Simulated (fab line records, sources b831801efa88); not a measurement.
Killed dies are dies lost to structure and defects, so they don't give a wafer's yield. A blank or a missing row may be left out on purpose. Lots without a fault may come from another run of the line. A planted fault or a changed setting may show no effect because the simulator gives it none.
A struck lot beside a sound one | flow sky130 | 22 steps out of a route of 708
Sound: wafers L712.3, L712.5, L712.6. Struck: wafers L728.1, L728.2, L728.5. The cause comes at the end.
At each step with rows: each side's tool, then ch and its chambers, then its first start. Under that, the readings that differ: sound wafers | struck wafers | difference of the means | sigmas: that difference in standard deviations of wafers without a fault.
alike: readings whose means differ by less than 2 such deviations, and words and numbers that are the same on both sides. not compared: withheld readings, readings that some wafer has no value for, bounds like >300 that may hide the same value, and numbers for which the record gives no deviation and whose values overlap.
The two part at a step that has a row with sigmas, a row that says differs or no value, or rows on one side only. Numbers that don't overlap but have no deviation are shown without sigmas and don't part them. A reading that every wafer of one side lacks parts them only if that side has two wafers or more.

first, 6 steps without rows for these wafers: SKY_VT_ADJUST_LVTN_HMDS_01 (prime time 60 s); SKY_VT_ADJUST_LVTN_COAT_02 (resist thk 3000 nm); SKY_VT_ADJUST_LVTN_SOFTBAKE_03; SKY_VT_ADJUST_LVTN_EXPOSE_04 (exposes mask NWM COMPLEMENT LESS NATIVE, target cd 840 nm); SKY_VT_ADJUST_LVTN_PEB_05; SKY_VT_ADJUST_LVTN_DEVELOP_06 (develop time 60 s).
SKY_VT_ADJUST_LVTN_OVL_MEAS_07:
  sound on overlay-02, day 8 07:53; struck on overlay-02, day 12 12:53
  alike: VT_ADJUST_LVTN_OVL
then, 1 step without rows for these wafers: SKY_VT_ADJUST_LVTN_IMPLANT_08.
SKY_VT_ADJUST_LVTN_STRIP_09: strips in O2/N2.
  sound on plasma_asher-02 ch 0,1, day 8 08:06; struck on plasma_asher-01 ch 0,1, day 12 13:04
  reading                      | sound             | struck            | difference | sigmas
  strip_time_to_endpoint_s (s) | 36.65 36.65 36.67 | 36.40 36.41 36.43 | -0.24      | -2
  alike: drypump_motor_current_A, oes_product_au
  not compared: rf_hours_counter_h
SKY_VT_ADJUST_LVTN_TW_MEAS_10:
  sound on film_metro-04, day 8 08:11; struck on film_metro-03, day 12 13:10
  alike: VT_ADJUST_LVTN_TW
then, 2 steps without rows for these wafers: SKY_VT_ADJUST_LVTN_DEHYDRATE_11 (time 60 s); SKY_VT_ADJUST_LVTN_HMDS_12 (prime time 60 s).
SKY_VT_ADJUST_LVTN_COAT_13: resist thk 1140 nm.
  sound on litho_track-03 ch 0, day 8 18:59; struck on litho_track-03 ch 0, day 13 00:56
  reading                                             | sound          | struck         | difference | sigmas
  model.NOVOLAK_of_VT_ADJUST_LVTN_COAT_13.thk_nm (nm) | 1138 1141 1142 | 1199 1199 1200 | +59        |
  alike: dispense_pressure_kPa
then, 3 steps without rows for these wafers: SKY_VT_ADJUST_LVTN_SOFTBAKE_14 (time 60 s); SKY_VT_ADJUST_LVTN_EXPOSE_15 (exposes mask HVN STD DERIVED, target cd 600 nm); SKY_VT_ADJUST_LVTN_PEB_16.
SKY_VT_ADJUST_LVTN_DEVELOP_17: develop time 60 s.
  sound on litho_track-03 ch 0, day 9 04:59; struck on litho_track-03 ch 0, day 13 14:08
  reading                                             | sound          | struck         | difference | sigmas
  model.NOVOLAK_of_VT_ADJUST_LVTN_COAT_13.thk_nm (nm) | 1137 1140 1141 | 1198 1199 1200 | +60        |
SKY_VT_ADJUST_LVTN_OVL_MEAS_18:
  sound on overlay-01, day 9 05:06; struck on overlay-02, day 13 14:17
  alike: VT_ADJUST_LVTN_01_OVL
then, 1 step without rows for these wafers: SKY_VT_ADJUST_LVTN_IMPLANT_19.
SKY_VT_ADJUST_LVTN_STRIP_20: strips in O2/N2.
  sound on plasma_asher-01 ch 0,1, day 9 05:19; struck on plasma_asher-02 ch 0,1, day 13 14:28
  reading                      | sound             | struck            | difference | sigmas
  strip_time_to_endpoint_s (s) | 14.16 14.19 14.21 | 14.82 14.83 14.86 | +0.65      | +15
  alike: drypump_motor_current_A, oes_product_au
  not compared: rf_hours_counter_h
SKY_VT_ADJUST_LVTN_TW_MEAS_21:
  sound on film_metro-04, day 9 05:23; struck on film_metro-04, day 13 14:34
  alike: VT_ADJUST_LVTN_2_TW
-- the record jumps here: 37 days lie between the struck wafers' starts before and after (it left off in module VT_ADJUST_LVTN and takes up again in module PAD_OPEN, whose first step shown is number 708 of the route) --
SKY_PAD_OPEN_PROBE_99:
  the record has rows for the struck wafers here (prober-01, day 50 12:28) and none for the sound ones

WHERE THEY PART
First at SKY_VT_ADJUST_LVTN_STRIP_09; last, within this record, at SKY_PAD_OPEN_PROBE_99.

WHY: what the simulator had put in
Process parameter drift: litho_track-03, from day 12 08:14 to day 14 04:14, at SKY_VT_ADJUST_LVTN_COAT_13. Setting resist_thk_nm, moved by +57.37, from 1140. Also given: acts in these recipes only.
